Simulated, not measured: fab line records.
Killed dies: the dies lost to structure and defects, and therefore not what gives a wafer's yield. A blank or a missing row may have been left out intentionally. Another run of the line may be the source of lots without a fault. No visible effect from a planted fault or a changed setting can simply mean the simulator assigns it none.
Split-lot trial + flow sfq_line + on a route of 325 steps: 5 lots, 23 wafers read

ON THE SPLIT
At SFQ_TRILAYER_M8_DEP_EVAP_196 (material Au, target thk 180 nm, time 900 s), the setting time_s was moved away from the recipe's 900 s on 6 of the 23 wafers read, by -7.7% to +14.6%. This setting was run at the recipe's value on the other wafers.

THE PATH FROM SPLIT TO READING: the file shows 1 step between them
- SFQ_M8_RS_MEAS_949: measures by four-point-probe

THE READING
M8_AU_THK, in nm, at SFQ_M8_THK_MEAS_950 (measures by xrf). Fault-free wafers of this fab line usually give 181.2 nm, standard deviation 2.1 nm.

| wafer  | tool, chamber at the split | time_s as run, s | against the recipe | M8_AU_THK, nm | against lot-mates on the recipe |
|--------|----------------------------|------------------|--------------------|---------------|---------------------------------|
| L075.2 | pvd_sputter-01, -          | 900              | recipe             | 181.4         | -                               |
| L075.3 | pvd_sputter-01, -          | 830.6            | -7.7%              | 168.0         | -13.0                           |
| L075.4 | pvd_sputter-01, -          | 830.6            | -7.7%              | 167.6         | -13.4                           |
| L075.5 | pvd_sputter-01, -          | 830.6            | -7.7%              | 169.2         | -11.8                           |
| L075.6 | pvd_sputter-01, -          | 900              | recipe             | 180.6         | -                               |
| L077.1 | pvd_sputter-01, -          | 900              | recipe             | 177.3         | -                               |
| L077.2 | pvd_sputter-01, -          | 900              | recipe             | 179.8         | -                               |
| L077.4 | pvd_sputter-01, -          | 900              | recipe             | 179.4         | -                               |
| L077.5 | pvd_sputter-01, -          | 900              | recipe             | 179.0         | -                               |
| L077.6 | pvd_sputter-01, -          | 900              | recipe             | 176.3         | -                               |
| L079.1 | pvd_sputter-01, -          | 900              | recipe             | 176.4         | -                               |
| L079.4 | pvd_sputter-01, -          | 900              | recipe             | 179.3         | -                               |
| L079.6 | pvd_sputter-01, -          | 900              | recipe             | 179.1         | -                               |
| L080.1 | pvd_sputter-02, -          | 900              | recipe             | 181.4         | -                               |
| L080.2 | pvd_sputter-02, -          | 1031             | +14.6%             | 206.1         | +25.4                           |
| L080.3 | pvd_sputter-02, -          | 1031             | +14.6%             | 205.7         | +25.0                           |
| L080.5 | pvd_sputter-02, -          | 900              | recipe             | 179.9         | -                               |
| L080.6 | pvd_sputter-02, -          | 1031             | +14.6%             | 208.2         | +27.5                           |
| L084.1 | pvd_sputter-02, -          | 900              | recipe             | 182.1         | -                               |
| L084.2 | pvd_sputter-02, -          | 900              | recipe             | 182.6         | -                               |
| L084.3 | pvd_sputter-02, -          | 900              | recipe             | 180.1         | -                               |
| L084.5 | pvd_sputter-02, -          | 900              | recipe             | 182.8         | -                               |
| L084.6 | pvd_sputter-02, -          | 900              | recipe             | 182.0         | -                               |

FIT RESULTS
A straight line over all 23 wafers: M8_AU_THK changes by +1.75 nm for each +1% of time_s; r = +0.98; the points scatter about the line by 1.9 nm.
The same after taking each lot's own level away (the mean of its wafers on the recipe; 23 wafers): +1.75 nm for each +1%; r = +0.99; scatter 1.1 nm.
On that fit, the largest move of time_s shifts the reading by 26 nm.
The span of the lots' own levels, 178.27 to 181.92 nm, comes to 1.7 times the standard deviation stated above.
So the lot-to-lot level changes the slope little: the two slopes agree.
Check: +25.8 nm against its lot-mates is what the line predicts for one of the wafers moved furthest among these (+14.6%) when that wafer is left out of the fit. It came out at +25.4 nm against them.

THESE WAFERS: OTHER SPLITS
Note: prior to the reading, these wafers also went through further splits. Each is held against what the fit with the lots' levels taken away leaves over:
| other split on the same wafers      | wafers away from the commonest value | r with M8_AU_THK (lot level and that fit taken away) |
|-------------------------------------|--------------------------------------|------------------------------------------------------|
| SFQ_TRILAYER_M8_DEP_EVAP_198 time_s | 9                                    | +0.11                                                |

THE WHOLE CHAIN: every reading that the file lists as answering this split, in the file's order
| step                         | what it does                               | reading                                                                                | change (the file's fit)              | r (the file's) |
|------------------------------|--------------------------------------------|----------------------------------------------------------------------------------------|--------------------------------------|----------------|
| SFQ_TRILAYER_M8_DEP_EVAP_196 | material Au, target thk 180 nm, time 900 s | Au_of_TRILAYER_M8_DEP_EVAP_196.thk_nm (the simulator's own value, which no gauge read) | +1.78 nm for each +1% of the setting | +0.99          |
| SFQ_M8_RS_MEAS_949           | measures by four-point-probe               | M8_AU_RS                                                                               | -0.00138 for each +1% of the setting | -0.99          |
| SFQ_M8_THK_MEAS_950          | measures by xrf                            | M8_AU_THK                                                                              | +1.76 for each +1% of the setting    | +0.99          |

THE FILE'S OWN FIT
M8_AU_THK changes by +1.76 nm for each +1% of time_s, r = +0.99.
